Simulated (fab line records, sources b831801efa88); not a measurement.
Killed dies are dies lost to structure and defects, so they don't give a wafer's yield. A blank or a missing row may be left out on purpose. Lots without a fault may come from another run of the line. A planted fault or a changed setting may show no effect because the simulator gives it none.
A struck lot beside a sound one | flow sfq_line | 42 steps out of a route of 325
Sound: wafers L556.1, L556.2, L556.5. Struck: wafer L564.4. (L564.3, L564.6 of the same lot were not struck and are left out.) The cause comes at the end.
At each step with rows: each side's tool, then ch and its chambers, then its first start. Under that, the readings that differ: sound wafers | struck wafers | difference of the means | sigmas: that difference in standard deviations of wafers without a fault.
alike: readings whose means differ by less than 2 such deviations, and words and numbers that are the same on both sides. not compared: withheld readings, readings that some wafer has no value for, bounds like >300 that may hide the same value, and numbers for which the record gives no deviation and whose values overlap.
The two part at a step that has a row with sigmas, a row that says differs or no value, or rows on one side only. Numbers that don't overlap but have no deviation are shown without sigmas and don't part them. A reading that every wafer of one side lacks parts them only if that side has two wafers or more.

first, 6 steps without rows for these wafers: SFQ_TRILAYER_I4_VIA_LITHO_COAT_108 (resist thk 62 nm); SFQ_TRILAYER_I4_VIA_LITHO_COAT_103 (resist thk 650 nm); SFQ_TRILAYER_I4_VIA_LITHO_SOFTBAKE_107; SFQ_TRILAYER_I4_VIA_LITHO_EXPOSE_104 (exposes mask I4, target cd 700 nm); SFQ_TRILAYER_I4_VIA_LITHO_PEB_106 (peb time 60 s); SFQ_TRILAYER_I4_VIA_LITHO_DEVELOP_105 (time 60 s).
SFQ_I4_OVL_MEAS_928:
  sound on overlay-01, day 49 12:44; struck on overlay-02, day 55 12:21
  alike: I4_OVL
SFQ_TRILAYER_I4_VIA_BARC_OPEN_VIA_ETCH_146: etches BARC in O2, target depth 125 nm, time 41.7 s.
  sound on rie_diel-01 ch 0,2,3, day 49 12:46; struck on rie_diel-03 ch 1, day 55 12:22
  reading                     | sound       | struck | difference | sigmas
  drypump_motor_current_A (A) | 4.8 5.5 4.8 | 6.4    | +1.4       | +3
  alike: oes_product_au
  not compared: rf_hours_counter_h
then, 1 step without rows for these wafers: SFQ_TRILAYER_I4_VIA_ETCH_VIA_ETCH_106 (etches SiO2 in CHF3, stops on Nb, target depth 260 nm).
SFQ_TRILAYER_I4_VIA_STRIP_STRIP_107: strips in O2.
  sound on rie_metal-03 ch 1, day 49 12:55; struck on rie_metal-01 ch 0, day 55 12:44
  reading               | sound             | struck | difference | sigmas
  oes_product_au (a.u.) | 0.991 0.989 1.000 | 1.009  | +0.016     | +2
  alike: drypump_motor_current_A
  not compared: rf_hours_counter_h
then, 2 steps without rows for these wafers: SFQ_TRILAYER_I4_VIA_STRIP_SOLV_CLEAN_108 (cleans in NMP, time 600 s); SFQ_TRILAYER_JJ_TRILAYER_DEP_PRE_CLEAN_113 (time 22.5 s).
SFQ_TRILAYER_JJ_TRILAYER_DEP_SPUTTER_109: material Nb, target thk 150 nm, time 100 s.
  sound on pvd_sputter-03, day 49 14:19; struck on pvd_sputter-03, day 55 13:21
  reading                                                      | sound                | struck | difference | sigmas
  cathode_dc_power_W (W)                                       | 2000.1 1999.7 1999.6 | 1580.4 | -419.4     | -99 or more
  model.Nb_of_TRILAYER_JJ_TRILAYER_DEP_SPUTTER_109.thk_nm (nm) | 148.5 148 149.3      | 117.8  | -30.8      |
  alike: throttle_valve_pct
then, 3 steps without rows for these wafers: SFQ_TRILAYER_JJ_TRILAYER_DEP_SPUTTER_110 (material Al, target thk 8 nm, time 10 s); SFQ_TRILAYER_JJ_TRILAYER_DEP_AL_OXIDATION_111 (oxidation time 600 s); SFQ_TRILAYER_JJ_TRILAYER_DEP_SPUTTER_112 (material Nb, target thk 170 nm, time 113.3 s).
SFQ_JJ_RS_MEAS_929: measures by four-point-probe.
  sound on film_metro-02, day 49 21:02; struck on film_metro-02, day 55 14:34
  reading           | sound             | struck | difference | sigmas
  JJ_NB_RS (ohm/sq) | 1.042 1.056 1.022 | 1.070  | +0.030     | +3
then, 6 steps without rows for these wafers: SFQ_TRILAYER_JJ_CE_LITHO_COAT_119 (resist thk 62 nm); SFQ_TRILAYER_JJ_CE_LITHO_COAT_114 (resist thk 600 nm); SFQ_TRILAYER_JJ_CE_LITHO_SOFTBAKE_118; SFQ_TRILAYER_JJ_CE_LITHO_EXPOSE_115 (exposes mask J5, target cd 700 nm); SFQ_TRILAYER_JJ_CE_LITHO_PEB_117 (peb time 60 s); SFQ_TRILAYER_JJ_CE_LITHO_DEVELOP_116 (time 60 s).
SFQ_JJ_OVL_MEAS_931:
  sound on overlay-01, day 50 04:20; struck on overlay-01, day 55 18:09
  alike: J5_OVL
SFQ_TRILAYER_JJ_CE_METRO_MEASURE_117:
  sound on cd_sem-01, day 50 04:22; struck on cd_sem-02, day 55 18:34
  alike: cd_nm
then, 1 step without rows for these wafers: SFQ_TRILAYER_JJ_CE_BARC_OPEN_RIE_150 (chemistry O2, target BARC, target depth 240 nm, time 80 s).
SFQ_TRILAYER_JJ_CE_ETCH_RIE_118: chemistry SF6, target Nb, stops on Al2O3, time 97.7 s, target depth 170 nm.
  sound on rie_metal-03 ch 0,1, day 50 05:39; struck on rie_metal-03 ch 0, day 55 19:30
  alike: drypump_motor_current_A, oes_product_au
  not compared: rf_hours_counter_h
then, 9 steps without rows for these wafers: SFQ_TRILAYER_JJ_ANODIZE_ANODIZE_119; SFQ_TRILAYER_JJ_CE_STRIP_STRIP_120 (strips in O2); SFQ_TRILAYER_JJ_CE_STRIP_SOLV_CLEAN_121 (cleans in NMP, time 600 s); SFQ_TRILAYER_M5_LITHO_COAT_128 (resist thk 62 nm); SFQ_TRILAYER_M5_LITHO_COAT_123 (resist thk 600 nm); SFQ_TRILAYER_M5_LITHO_SOFTBAKE_127; SFQ_TRILAYER_M5_LITHO_EXPOSE_124 (exposes mask M5, target cd 700 nm); SFQ_TRILAYER_M5_LITHO_PEB_126 (peb time 60 s); SFQ_TRILAYER_M5_LITHO_DEVELOP_125 (time 60 s).
SFQ_M5_OVL_MEAS_932:
  sound on overlay-01, day 50 18:55; struck on overlay-01, day 56 02:12
  alike: M5_OVL
then, 1 step without rows for these wafers: SFQ_TRILAYER_M5_BARC_OPEN_METAL_ETCH_161 (etches BARC in O2, target depth 125 nm, time 41.7 s).
SFQ_TRILAYER_M5_ETCH_METAL_ETCH_126: etches Nb in Cl2/BCl3, stops on SiO2, time 203.2 s, target depth 265 nm.
  sound on rie_metal-01 ch 0,1, day 50 19:01; struck on rie_metal-02 ch 1, day 56 02:21
  reading                        | sound             | struck | difference | sigmas
  oes_product_au (a.u.)          | 0.730 0.721 0.731 | 0.651  | -0.076     | -13
  model.M5.feature_depth_nm (nm) | 160.8 160.5 161.9 | 130    | -31        |
  model.etch.depth_nm (nm)       | 148.5 148 149.3   | 117.8  | -30.8      |
  alike: drypump_motor_current_A
  not compared: rf_hours_counter_h
SFQ_TRILAYER_M5_STRIP_STRIP_127: strips in O2.
  sound on rie_metal-01 ch 0,1, day 50 19:13; struck on rie_metal-02 ch 1, day 56 02:41
  alike: drypump_motor_current_A, oes_product_au
  not compared: rf_hours_counter_h
then, 1 step without rows for these wafers: SFQ_TRILAYER_M5_STRIP_SOLV_CLEAN_128 (cleans in NMP, time 600 s).
-- the record jumps here: 23 days lie between the struck wafers' starts before and after --
SFQ_M8_BOW_MEAS_951:
  sound on film_metro-03, day 74 07:38; struck on film_metro-04, day 79 06:17
  reading                 | sound             | struck | difference | sigmas
  model.etest.m5.ohm_um   | 1.712 1.716 1.701 | 2.156  | +0.446     |
  model.etest.i4.link_ohm | 2.192 2.187 2.172 | 2.509  | +0.325     |
  model.etest.m5.ohm_sq   | 1.199 1.203 1.192 | 1.511  | +0.313     |
  model.etest.i5.link_ohm | 2.298 2.304 2.288 | 2.614  | +0.317     |
  alike: M8_BOW

WHERE THEY PART
First at SFQ_TRILAYER_I4_VIA_BARC_OPEN_VIA_ETCH_146; last, within this record, at SFQ_TRILAYER_M5_ETCH_METAL_ETCH_126. Later steps at which nothing parts them and some readings are alike: SFQ_TRILAYER_M5_STRIP_STRIP_127, SFQ_M8_BOW_MEAS_951.

WHY: what the simulator had put in
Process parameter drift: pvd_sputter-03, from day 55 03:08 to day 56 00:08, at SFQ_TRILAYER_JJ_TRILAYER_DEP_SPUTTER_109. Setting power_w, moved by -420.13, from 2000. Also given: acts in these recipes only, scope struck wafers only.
